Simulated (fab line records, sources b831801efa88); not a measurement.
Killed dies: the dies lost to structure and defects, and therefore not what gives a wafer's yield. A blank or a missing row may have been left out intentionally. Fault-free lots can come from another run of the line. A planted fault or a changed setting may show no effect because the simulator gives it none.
fab line records	flow gf180mcu
record: lots: 24	wafers: 72	last-day: 34
route steps=602 shown V2@405 M3@409 V3@451 M4@458 V4@481
lots that met no fault: from a run of the same line without faults
start-h: hours from the record's first day to the start of the lot's first wafer shown	wait-h: hours elapsed since this lot's preceding step	" as in the row above	L1.1+2: a row that stands for several wafers	- no value, or no start given	* or withheld: withheld	< > ~ a bound
route shown NAME@n: names a module that has steps shown in the file, with the first one's number in the route	usual: mean/standard deviation taken from wafers without a fault	same: alike in all rows	chamber/n: place in a boat	sites: per-site readings	_std_site: the values' standard deviation	_edge_site: inner sites' mean taken away from outer sites' mean	radius-mm: how far each site lies from the wafer's centre	mask NAME#n: copy n	behind: the most recent tool/chamber to have shaped the wafer	hold: what put the lot on hold/how long, in hours/how the hold closed	device: transistor that didn't switch, given as n, p or np	end of line: the route-end tests of the same wafers	a step given without rows: its recipe and nothing more	killed: the dies lost at the first sort to structure and to defects; this is not the yield of the wafer	map: per-die view of a wafer (x killed, . not killed, _ where there is no die)
set.NAME: the setting the step ran with; set.NAME@STEP: the setting that earlier step ran with	model.NAME: the simulator's own value behind a step, which no gauge read
route steps across a sampled set of lots; one table per step, one row per wafer
services: when a tool's chamber went out of use (start-h, in hours from the record's first day, below 0 if earlier), for how many hours, and the reason
== steps ==
step: GF_V2_CVD_23
recipe: material: W	target-thk-nm: 350	time-s: 104.94	temp-c: 400	pressure-torr: 40
usual: heater-power-w: 975/73
same: time-s: 104.94
lot.wafer	tool	chamber	start-h	wait-h	heater-power-w	since-wet-clean-h
L074.1	cvd-w-02	1	464.99	0.0	915	61
L074.4	"	1	"	"	885	-
L074.5	"	1	"	"	936	-
L075.1	cvd-w-02	0	472.12	0.0	907	68
L075.3	"	1	"	"	923	-
L075.6	"	0	"	"	916	-
L076.2	cvd-w-01	1	483.54	0.0	958	580
L076.3	"	1	"	"	964	-
L076.6	"	0	"	"	1101	-
L077.1	cvd-w-01	1	496.25	0.0	978	592
L077.2	"	0	"	"	1112	592
L077.3	"	0	"	"	1107	-
L078.1	cvd-w-02	0	503.47	0.0	912	99
L078.3	"	0	"	"	900	-
L078.5	"	0	"	"	922	-
L079.1	cvd-w-01	1	513.52	0.0	933	610
L079.2	"	0	"	"	1084	610
L079.3	"	1	"	"	956	-
L080.2	cvd-w-02	0	523.94	0.0	923	120
L080.4	"	1	"	"	908	-
L080.6	"	1	"	"	942	-
L081.1	cvd-w-01	0	533.27	0.0	1106	629
L081.4	"	0	"	"	1090	-
L081.5	"	1	"	"	946	-
L082.1	cvd-w-01	1	542.02	0.0	977	638
L082.4	"	1	"	"	950	-
L082.5	"	1	"	"	930	-
L083.1	cvd-w-01	1	554.79	0.0	933	651
L083.5	"	0	"	"	1095	-
L083.6	"	1	"	"	955	-
L084.1	cvd-w-01	0	561.80	0.0	1120	658
L084.3	"	1	"	"	951	-
L084.4	"	0	"	"	1073	-
L085.1	cvd-w-02	0	563.16	0.0	922	159
L085.2	"	1	"	"	909	159
L085.5	"	0	"	"	948	-
L086.1	cvd-w-01	1	572.65	0.0	944	669
L086.3	"	1	"	"	949	-
L086.4	"	0	"	"	1097	-
L087.1	cvd-w-02	0	581.84	0.0	942	178
L087.3	"	0	"	"	911	-
L087.5	"	1	"	"	927	-
L088.1	cvd-w-01	1	590.89	0.0	937	687
L088.2	"	0	"	"	1107	687
L088.5	"	1	"	"	960	-
L089.1	cvd-w-01	0	597.72	0.0	1087	694
L089.2	"	1	"	"	943	694
L089.6	"	1	"	"	961	-
L090.2	cvd-w-02	1	602.10	0.0	925	198
L090.4	"	0	"	"	921	-
L090.5	"	1	"	"	933	-
L091.2	cvd-w-02	1	606.39	0.0	933	202
L091.5	"	1	"	"	939	-
L091.6	"	0	"	"	932	-
L092.1	cvd-w-02	0	612.59	0.0	922	209
L092.2	"	1	"	"	950	209
L092.6	"	0	"	"	944	-
L093.1	cvd-w-02	1	622.87	0.0	924	219
L093.3	"	1	"	"	905	-
L093.4	"	1	"	"	896	-
L094.1	cvd-w-01	0	631.12	0.0	1112	727
L094.4	"	0	"	"	1106	-
L094.5	"	1	"	"	960	-
L095.2	cvd-w-02	0	635.91	0.0	948	232
L095.5	"	1	"	"	927	-
L095.6	"	0	"	"	955	-
L096.1	cvd-w-02	1	640.06	0.0	905	236
L096.2	"	0	"	"	940	236
L096.6	"	0	"	"	930	-
L097.2	cvd-w-01	1	647.99	0.0	944	744
L097.3	"	1	"	"	967	-
L097.4	"	0	"	"	1092	-
step: GF_M3_SPUTTER_00
recipe: material: Ti	target-thk-nm: 37.5	arriving-ion-energy-ev: 80	substrate-temp-c: 200	chamber-pressure-pa: 2	power-w: 4000	time-s: 150
usual: throttle-valve-pct: 29.7/1.1
same: time-s: 150
lot.wafer	tool	chamber	start-h	wait-h	throttle-valve-pct
L074.1	pvd-sputter-03	-	465.58	0.1	30.4
L074.4	"	-	"	"	29.5
L074.5	"	-	"	"	30.3
L075.1	pvd-sputter-04	-	472.71	0.2	28.7
L075.3	"	-	"	"	27.7
L075.6	"	-	"	"	29.9
L076.2	pvd-sputter-02	-	484.13	0.2	29.6
L076.3	"	-	"	"	32.1
L076.6	"	-	"	"	30.5
L077.1	pvd-sputter-02	-	496.84	0.1	30.9
L077.2	"	-	"	"	31.8
L077.3	"	-	"	"	29.3
L078.1	pvd-sputter-02	-	504.06	0.2	31.7
L078.3	"	-	"	"	30.9
L078.5	"	-	"	"	30.9
L079.1	pvd-sputter-04	-	514.11	0.1	28.8
L079.2	"	-	"	"	30.0
L079.3	"	-	"	"	30.6
L080.2	pvd-sputter-04	-	524.53	0.2	30.9
L080.4	"	-	"	"	30.7
L080.6	"	-	"	"	29.9
L081.1	pvd-sputter-03	-	534.08	0.2	29.4
L081.4	"	-	"	"	28.9
L081.5	"	-	"	"	29.4
L082.1	pvd-sputter-03	-	542.61	0.2	29.1
L082.4	"	-	"	"	29.4
L082.5	"	-	"	"	29.3
L083.1	pvd-sputter-03	-	555.38	0.1	29.6
L083.5	"	-	"	"	30.3
L083.6	"	-	"	"	29.7
L084.1	pvd-sputter-03	-	562.39	0.2	30.3
L084.3	"	-	"	"	29.0
L084.4	"	-	"	"	29.4
L085.1	pvd-sputter-04	-	563.75	0.2	31.0
L085.2	"	-	"	"	30.0
L085.5	"	-	"	"	28.6
L086.1	pvd-sputter-03	-	573.49	0.1	29.4
L086.3	"	-	"	"	29.2
L086.4	"	-	"	"	29.3
L087.1	pvd-sputter-03	-	582.46	0.2	29.5
L087.3	"	-	"	"	29.1
L087.5	"	-	"	"	29.0
L088.1	pvd-sputter-04	-	591.49	0.1	28.0
L088.2	"	-	"	"	29.9
L088.5	"	-	"	"	28.8
L089.1	pvd-sputter-04	-	598.31	0.2	28.8
L089.2	"	-	"	"	27.6
L089.6	"	-	"	"	27.6
L090.2	pvd-sputter-02	-	602.69	0.2	29.2
L090.4	"	-	"	"	31.7
L090.5	"	-	"	"	31.8
L091.2	pvd-sputter-04	-	606.98	0.2	30.8
L091.5	"	-	"	"	28.5
L091.6	"	-	"	"	27.8
L092.1	pvd-sputter-02	-	613.19	0.1	30.8
L092.2	"	-	"	"	31.6
L092.6	"	-	"	"	31.1
L093.1	pvd-sputter-03	-	623.58	0.1	30.1
L093.3	"	-	"	"	28.8
L093.4	"	-	"	"	29.1
L094.1	pvd-sputter-02	-	631.71	0.1	31.8
L094.4	"	-	"	"	31.9
L094.5	"	-	"	"	30.6
L095.2	pvd-sputter-04	-	636.50	0.2	30.1
L095.5	"	-	"	"	28.6
L095.6	"	-	"	"	27.9
L096.1	pvd-sputter-04	-	640.65	0.2	30.1
L096.2	"	-	"	"	28.8
L096.6	"	-	"	"	28.0
L097.2	pvd-sputter-04	-	648.58	0.2	31.0
L097.3	"	-	"	"	29.9
L097.4	"	-	"	"	28.8
step: GF_V3_SPUTTER_22
recipe: material: TiN	target-thk-nm: 10	chamber-pressure-pa: 5	power-w: 4000	time-s: 40
usual: throttle-valve-pct: 30.3/0.92
same: time-s: 40
lot.wafer	tool	chamber	start-h	wait-h	throttle-valve-pct
L074.1	pvd-sputter-03	-	515.80	0.0	29.2
L074.4	"	-	"	"	29.0
L074.5	"	-	"	"	29.1
L075.1	pvd-sputter-01	-	522.25	0.0	29.3
L075.3	"	-	"	"	30.3
L075.6	"	-	"	"	30.0
L076.2	pvd-sputter-03	-	533.15	0.0	29.2
L076.3	"	-	"	"	30.0
L076.6	"	-	"	"	30.0
L077.1	pvd-sputter-01	-	545.63	0.0	31.5
L077.2	"	-	"	"	29.2
L077.3	"	-	"	"	30.9
L078.1	pvd-sputter-02	-	552.80	0.0	30.9
L078.3	"	-	"	"	29.3
L078.5	"	-	"	"	32.1
L079.1	pvd-sputter-03	-	561.60	0.0	30.1
L079.2	"	-	"	"	29.7
L079.3	"	-	"	"	29.2
L080.2	pvd-sputter-01	-	572.56	0.0	31.1
L080.4	"	-	"	"	30.8
L080.6	"	-	"	"	30.2
L081.1	pvd-sputter-01	-	580.83	0.0	30.1
L081.4	"	-	"	"	29.6
L081.5	"	-	"	"	30.1
L082.1	pvd-sputter-01	-	588.69	0.0	29.6
L082.4	"	-	"	"	30.7
L082.5	"	-	"	"	29.5
L083.1	pvd-sputter-03	-	601.33	0.0	30.2
L083.5	"	-	"	"	29.5
L083.6	"	-	"	"	29.9
L084.1	pvd-sputter-02	-	607.00	0.0	30.7
L084.3	"	-	"	"	31.8
L084.4	"	-	"	"	29.5
L085.1	pvd-sputter-01	-	608.36	0.0	31.7
L085.2	"	-	"	"	30.1
L085.5	"	-	"	"	31.4
L086.1	pvd-sputter-01	-	617.91	0.0	29.9
L086.3	"	-	"	"	31.0
L086.4	"	-	"	"	31.5
L087.1	pvd-sputter-01	-	626.83	0.0	29.3
L087.3	"	-	"	"	31.1
L087.5	"	-	"	"	30.0
L088.1	pvd-sputter-02	-	636.45	0.0	31.9
L088.2	"	-	"	"	30.7
L088.5	"	-	"	"	32.1
L089.1	pvd-sputter-02	-	641.84	0.0	32.3
L089.2	"	-	"	"	31.2
L089.6	"	-	"	"	31.2
L090.2	pvd-sputter-02	-	646.25	0.0	30.5
L090.4	"	-	"	"	31.9
L090.5	"	-	"	"	32.0
L091.2	pvd-sputter-01	-	650.18	0.0	29.9
L091.5	"	-	"	"	30.0
L091.6	"	-	"	"	29.3
L092.1	pvd-sputter-03	-	656.16	0.0	29.1
L092.2	"	-	"	"	29.3
L092.6	"	-	"	"	29.3
L093.1	pvd-sputter-01	-	666.08	0.0	30.1
L093.3	"	-	"	"	31.0
L093.4	"	-	"	"	31.6
L094.1	pvd-sputter-03	-	673.11	0.0	30.3
L094.4	"	-	"	"	29.5
L094.5	"	-	"	"	29.4
L095.2	pvd-sputter-01	-	677.68	0.0	31.5
L095.5	"	-	"	"	31.5
L095.6	"	-	"	"	30.9
L096.1	pvd-sputter-02	-	681.90	0.0	30.9
L096.2	"	-	"	"	29.4
L096.6	"	-	"	"	31.9
L097.2	pvd-sputter-02	-	689.93	0.0	30.6
L097.3	"	-	"	"	32.0
L097.4	"	-	"	"	29.0
step: GF_M4_SPUTTER_02
recipe: material: AlCu	target-thk-nm: 450	power-w: 10600	time-s: 23.9	chamber-pressure-pa: 0.4
usual: throttle-valve-pct: 30.3/1
same: time-s: 23.9
lot.wafer	tool	chamber	start-h	wait-h	throttle-valve-pct
L074.1	pvd-sputter-01	-	516.56	0.0	31.1
L074.4	"	-	"	"	29.4
L074.5	"	-	"	"	31.4
L075.1	pvd-sputter-04	-	523.01	0.0	30.2
L075.3	"	-	"	"	30.9
L075.6	"	-	"	"	30.8
L076.2	pvd-sputter-02	-	533.91	0.0	30.9
L076.3	"	-	"	"	30.5
L076.6	"	-	"	"	30.9
L077.1	pvd-sputter-01	-	546.39	0.0	30.1
L077.2	"	-	"	"	31.3
L077.3	"	-	"	"	30.8
L078.1	pvd-sputter-01	-	553.56	0.0	29.4
L078.3	"	-	"	"	31.4
L078.5	"	-	"	"	30.1
L079.1	pvd-sputter-02	-	562.36	0.0	30.4
L079.2	"	-	"	"	29.2
L079.3	"	-	"	"	30.9
L080.2	pvd-sputter-02	-	573.32	0.0	31.0
L080.4	"	-	"	"	29.2
L080.6	"	-	"	"	31.9
L081.1	pvd-sputter-01	-	581.59	0.0	31.3
L081.4	"	-	"	"	30.2
L081.5	"	-	"	"	30.0
L082.1	pvd-sputter-04	-	589.45	0.0	27.6
L082.4	"	-	"	"	30.8
L082.5	"	-	"	"	30.8
L083.1	pvd-sputter-01	-	602.09	0.0	31.2
L083.5	"	-	"	"	30.3
L083.6	"	-	"	"	31.2
L084.1	pvd-sputter-02	-	607.76	0.0	30.8
L084.3	"	-	"	"	30.7
L084.4	"	-	"	"	31.9
L085.1	pvd-sputter-04	-	609.17	0.0	27.9
L085.2	"	-	"	"	30.0
L085.5	"	-	"	"	29.9
L086.1	pvd-sputter-01	-	618.67	0.0	31.0
L086.3	"	-	"	"	29.4
L086.4	"	-	"	"	30.1
L087.1	pvd-sputter-02	-	627.59	0.0	31.8
L087.3	"	-	"	"	31.1
L087.5	"	-	"	"	31.8
L088.1	pvd-sputter-01	-	637.21	0.0	29.6
L088.2	"	-	"	"	30.8
L088.5	"	-	"	"	30.9
L089.1	pvd-sputter-01	-	642.61	0.0	31.3
L089.2	"	-	"	"	31.1
L089.6	"	-	"	"	31.7
L090.2	pvd-sputter-04	-	647.01	0.0	31.1
L090.4	"	-	"	"	27.6
L090.5	"	-	"	"	29.7
L091.2	pvd-sputter-04	-	650.94	0.0	27.8
L091.5	"	-	"	"	28.7
L091.6	"	-	"	"	30.0
L092.1	pvd-sputter-04	-	656.92	0.0	28.8
L092.2	"	-	"	"	27.6
L092.6	"	-	"	"	31.1
L093.1	pvd-sputter-02	-	666.84	0.0	29.1
L093.3	"	-	"	"	30.6
L093.4	"	-	"	"	32.0
L094.1	pvd-sputter-02	-	673.88	0.0	30.4
L094.4	"	-	"	"	31.7
L094.5	"	-	"	"	30.7
L095.2	pvd-sputter-02	-	678.55	0.0	30.7
L095.5	"	-	"	"	30.9
L095.6	"	-	"	"	30.6
L096.1	pvd-sputter-04	-	682.66	0.0	30.7
L096.2	"	-	"	"	30.0
L096.6	"	-	"	"	29.9
L097.2	pvd-sputter-01	-	690.71	0.0	31.7
L097.3	"	-	"	"	29.6
L097.4	"	-	"	"	31.1
step: GF_M4_SPUTTER_04
recipe: material: TiN	target-thk-nm: 50	power-w: 6500	time-s: 41.7	chamber-pressure-pa: 0.4
usual: throttle-valve-pct: 30.3/1
same: time-s: 41.7
lot.wafer	tool	chamber	start-h	wait-h	throttle-valve-pct
L074.1	pvd-sputter-01	-	516.61	0.0	30.9
L074.4	"	-	"	"	29.3
L074.5	"	-	"	"	31.0
L075.1	pvd-sputter-04	-	523.06	0.0	30.0
L075.3	"	-	"	"	30.6
L075.6	"	-	"	"	30.8
L076.2	pvd-sputter-02	-	533.96	0.0	30.9
L076.3	"	-	"	"	30.7
L076.6	"	-	"	"	31.3
L077.1	pvd-sputter-01	-	546.44	0.0	29.9
L077.2	"	-	"	"	31.4
L077.3	"	-	"	"	31.0
L078.1	pvd-sputter-01	-	553.61	0.0	29.5
L078.3	"	-	"	"	31.2
L078.5	"	-	"	"	29.8
L079.1	pvd-sputter-02	-	562.41	0.0	30.4
L079.2	"	-	"	"	29.2
L079.3	"	-	"	"	30.9
L080.2	pvd-sputter-02	-	573.37	0.0	30.9
L080.4	"	-	"	"	29.9
L080.6	"	-	"	"	31.9
L081.1	pvd-sputter-01	-	581.64	0.0	31.4
L081.4	"	-	"	"	30.0
L081.5	"	-	"	"	30.0
L082.1	pvd-sputter-04	-	589.50	0.0	27.5
L082.4	"	-	"	"	30.8
L082.5	"	-	"	"	31.0
L083.1	pvd-sputter-01	-	602.14	0.0	31.0
L083.5	"	-	"	"	30.2
L083.6	"	-	"	"	30.9
L084.1	pvd-sputter-02	-	607.81	0.0	31.0
L084.3	"	-	"	"	30.5
L084.4	"	-	"	"	31.9
L085.1	pvd-sputter-04	-	609.22	0.0	27.8
L085.2	"	-	"	"	30.1
L085.5	"	-	"	"	30.2
L086.1	pvd-sputter-01	-	618.72	0.0	30.8
L086.3	"	-	"	"	29.5
L086.4	"	-	"	"	29.9
L087.1	pvd-sputter-02	-	627.64	0.0	31.9
L087.3	"	-	"	"	31.1
L087.5	"	-	"	"	31.9
L088.1	pvd-sputter-01	-	637.26	0.0	29.5
L088.2	"	-	"	"	31.3
L088.5	"	-	"	"	31.0
L089.1	pvd-sputter-01	-	642.66	0.0	31.3
L089.2	"	-	"	"	31.0
L089.6	"	-	"	"	31.5
L090.2	pvd-sputter-04	-	647.06	0.0	30.8
L090.4	"	-	"	"	27.8
L090.5	"	-	"	"	30.3
L091.2	pvd-sputter-04	-	650.99	0.0	27.9
L091.5	"	-	"	"	28.9
L091.6	"	-	"	"	29.9
L092.1	pvd-sputter-04	-	656.97	0.0	28.8
L092.2	"	-	"	"	27.7
L092.6	"	-	"	"	30.6
L093.1	pvd-sputter-02	-	666.89	0.0	29.5
L093.3	"	-	"	"	30.2
L093.4	"	-	"	"	32.0
L094.1	pvd-sputter-02	-	673.93	0.0	30.6
L094.4	"	-	"	"	32.1
L094.5	"	-	"	"	30.7
L095.2	pvd-sputter-02	-	678.60	0.0	30.8
L095.5	"	-	"	"	31.0
L095.6	"	-	"	"	30.6
L096.1	pvd-sputter-04	-	682.71	0.0	30.9
L096.2	"	-	"	"	29.8
L096.6	"	-	"	"	30.1
L097.2	pvd-sputter-01	-	690.76	0.0	31.3
L097.3	"	-	"	"	29.5
L097.4	"	-	"	"	30.8
step: GF_V4_BOW_MEAS_05
recipe: mode: bow
usual: V4_BOW: 134/8.3
lot.wafer	tool	chamber	start-h	wait-h	V4_BOW[um]
L074.1	film-metro-04	-	541.04	0.2	131
L074.4	"	-	"	"	139
L074.5	"	-	"	"	135
L075.1	film-metro-03	-	547.13	0.1	128
L075.3	"	-	"	"	137
L075.6	"	-	"	"	129
L076.2	film-metro-03	-	557.68	0.3	124
L076.3	"	-	"	"	138
L076.6	"	-	"	"	136
L077.1	film-metro-03	-	570.47	0.2	135
L077.2	"	-	"	"	137
L077.3	"	-	"	"	149
L078.1	film-metro-04	-	576.62	0.2	144
L078.3	"	-	"	"	144
L078.5	"	-	"	"	142
L079.1	film-metro-03	-	585.85	0.2	117
L079.2	"	-	"	"	131
L079.3	"	-	"	"	132
L080.2	film-metro-04	-	596.01	0.2	134
L080.4	"	-	"	"	127
L080.6	"	-	"	"	131
L081.1	film-metro-04	-	603.93	0.2	140
L081.4	"	-	"	"	137
L081.5	"	-	"	"	137
L082.1	film-metro-03	-	612.17	0.1	147
L082.4	"	-	"	"	134
L082.5	"	-	"	"	135
L083.1	film-metro-03	-	624.12	0.2	137
L083.5	"	-	"	"	127
L083.6	"	-	"	"	143
L084.1	film-metro-04	-	629.53	0.2	123
L084.3	"	-	"	"	118
L084.4	"	-	"	"	134
L085.1	film-metro-03	-	631.26	0.2	142
L085.2	"	-	"	"	142
L085.5	"	-	"	"	139
L086.1	film-metro-04	-	640.66	0.1	156
L086.3	"	-	"	"	134
L086.4	"	-	"	"	143
L087.1	film-metro-03	-	648.88	0.1	132
L087.3	"	-	"	"	118
L087.5	"	-	"	"	132
L088.1	film-metro-03	-	658.24	0.2	143
L088.2	"	-	"	"	143
L088.5	"	-	"	"	132
L089.1	film-metro-01	-	663.52	0.2	125
L089.2	"	-	"	"	130
L089.6	"	-	"	"	132
L090.2	film-metro-03	-	667.73	0.3	143
L090.4	"	-	"	"	124
L090.5	"	-	"	"	129
L091.2	film-metro-04	-	671.79	0.1	137
L091.5	"	-	"	"	143
L091.6	"	-	"	"	121
L092.1	film-metro-03	-	677.17	0.2	128
L092.2	"	-	"	"	127
L092.6	"	-	"	"	138
L093.1	film-metro-04	-	687.87	0.2	132
L093.3	"	-	"	"	126
L093.4	"	-	"	"	127
L094.1	film-metro-04	-	694.47	0.1	136
L094.4	"	-	"	"	121
L094.5	"	-	"	"	131
L095.2	film-metro-04	-	698.14	0.2	148
L095.5	"	-	"	"	141
L095.6	"	-	"	"	124
L096.1	film-metro-03	-	703.09	0.2	138
L096.2	"	-	"	"	128
L096.6	"	-	"	"	140
L097.2	film-metro-03	-	711.14	0.2	133
L097.3	"	-	"	"	117
L097.4	"	-	"	"	132
== services ==
tool	chamber	start-h	hours	kind
cvd-w-01	-	452.90	1.5	repair
pvd-sputter-02	-	468.62	5.7	repair
pvd-sputter-02	0	476.56	-	consumable-replace:kit
pvd-sputter-02	0	476.56	18.0	scheduled-down
pvd-sputter-02	0	476.56	18.0	vent-cycle
cvd-w-01	-	511.21	1.3	repair
cvd-w-02	-	526.95	2.8	pm
pvd-sputter-04	-	532.45	2.3	repair
cvd-w-02	1	540.44	8.7	repair
cvd-w-01	-	590.02	0.2	repair
pvd-sputter-01	-	592.28	5.3	repair
pvd-sputter-03	-	594.93	5.9	repair
pvd-sputter-04	-	596.26	1.7	repair
pvd-sputter-03	-	609.97	11.5	repair
cvd-w-02	0	622.58	3.9	repair
pvd-sputter-04	-	622.59	3.2	repair
pvd-sputter-02	3	627.68	-	consumable-replace:kit
pvd-sputter-02	3	627.68	18.0	scheduled-down
cvd-w-01	-	641.20	1.6	repair
pvd-sputter-01	-	645.65	1.5	repair
pvd-sputter-02	-	653.37	8.8	repair
pvd-sputter-02	-	659.92	2.8	repair
cvd-w-02	0	667.23	15.4	repair
cvd-w-02	1	668.67	16.9	repair
== key ==
fault none
